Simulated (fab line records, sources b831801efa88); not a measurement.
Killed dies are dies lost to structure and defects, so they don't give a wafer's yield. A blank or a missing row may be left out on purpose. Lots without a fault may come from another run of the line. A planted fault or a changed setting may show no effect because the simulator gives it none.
Which tool did it? | flow sky130 | 7 lots, 21 wafers sampled, at 1 step of a route of 708

WHAT THE GAUGES READ, wafer by wafer
SKY_VIA3_THK_MEAS_23: measures by xrf.
lot  | measured     | on            | VIA3_W_THK (nm)
L124 | day 40 23:20 | film_metro-01 | 400 401 397
L126 | day 41 16:01 | film_metro-04 | 397 394 401
L130 | day 43 00:58 | film_metro-04 | 395 394 400
L132 | day 44 04:29 | film_metro-02 | 408 411 404
L135 | day 44 18:20 | film_metro-04 | 393 395 395
L137 | day 44 22:42 | film_metro-02 | 403 402 410
L139 | day 45 05:36 | film_metro-01 | 401 400 400

WHICH TOOL RAN EACH LOT (tool, then ch and the chambers of the sampled wafers, then the start)
The record holds no process step before these readings.

THE ANSWER, worked out from the rows above alone
Rule: what is usual is taken from the lots themselves. Put in order of their means at a reading, lots are off if they are a third of the lots or fewer, leave a main group of 4 or more, and stand apart from it by a gap of 3 or more times the standard deviation of the main group's means; of several such gaps the widest counts. A main group whose means are all the same, to the digits that the tables above print for the reading, isn't used. A lot without any number at a reading at which 4 lots or more have one is off too. The other lots that the step has rows for count as sound.
No lot is off at any reading shown: from this, nothing can be told.

WHAT THE SIMULATOR HAD PUT IN
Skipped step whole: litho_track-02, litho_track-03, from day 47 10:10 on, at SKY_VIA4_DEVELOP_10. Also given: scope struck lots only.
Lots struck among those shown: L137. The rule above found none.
